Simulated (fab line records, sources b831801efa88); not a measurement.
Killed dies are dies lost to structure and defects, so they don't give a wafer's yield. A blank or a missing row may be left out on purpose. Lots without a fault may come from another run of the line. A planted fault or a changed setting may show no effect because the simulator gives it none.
Chamber matching | flow sky130 | SKY_VIA1_CMP_02 on cmp-01: 4 sister chambers
The step polishes SiO2. 8 wafers are shown with their chamber, then 12 later ones without.

WAFERS WITH THEIR CHAMBER
wafer  | chamber | motor_current_A (A) | slurry_flow_ml_min
L084.4 | 1       | 12.4                | 149.5
L084.5 | 0       | 14.2                | 149.6
L086.5 | 1       | 12.6                | 150.5
L087.1 | 3       | 10.9                | 149.8
L087.3 | 0       | 15.6                | 149.9
L088.3 | 2       | 12.8                | 150.0
L088.4 | 3       | 11.5                | 149.2
L088.5 | 2       | 12.9                | 149.1

WAFERS WITHOUT THEIR CHAMBER
wafer  | motor_current_A (A) | slurry_flow_ml_min
L089.1 | 15.3                | 149.6
L089.2 | 12.4                | 150.4
L089.4 | 12.5                | 150.1
L090.2 | 16.8                | 150.3
L090.3 | 11.2                | 150.1
L090.6 | 15.7                | 150.2
L095.1 | 15.0                | 149.8
L095.3 | 11.0                | 149.4
L095.4 | 12.6                | 149.3
L096.1 | 12.0                | 150.1
L096.2 | 14.8                | 150.1
L096.5 | 10.7                | 150.1

WHICH CHAMBER EACH WENT THROUGH
wafer  | from the rows above          | in truth
L089.1 | 0                            | 0
L089.2 | can't be placed: 1 or 2      | 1
L089.4 | can't be placed: 1 or 2      | 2
L090.2 | 0                            | 0
L090.3 | can't be placed: 3 or 1      | 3
L090.6 | 0                            | 0
L095.1 | 0                            | 0
L095.3 | 3                            | 3
L095.4 | can't be placed: 2 or 1 or 3 | 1
L096.1 | can't be placed: 1 or 3 or 2 | 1
L096.2 | 0                            | 0
L096.5 | can't be placed: 3 or 1      | 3
Placed correctly: 6 of 12. Can't be placed from these rows: 6 (the true chamber is among the candidates in 6). Placed wrongly: 0.
How it was worked out, from the rows above alone: a wafer's distance from a chamber is the root of the sum, over the readings, of the square of ((its reading less the chamber's mean) divided by the reading's scatter). The wafer belongs to the nearest chamber; if the next one is less than 2 further off, it can't be placed. A chamber's mean is the mean of its shown wafers. The scatter: the root of (the sum of the squares of (reading less its chamber's mean) over the shown wafers, divided by (wafers less chambers)).
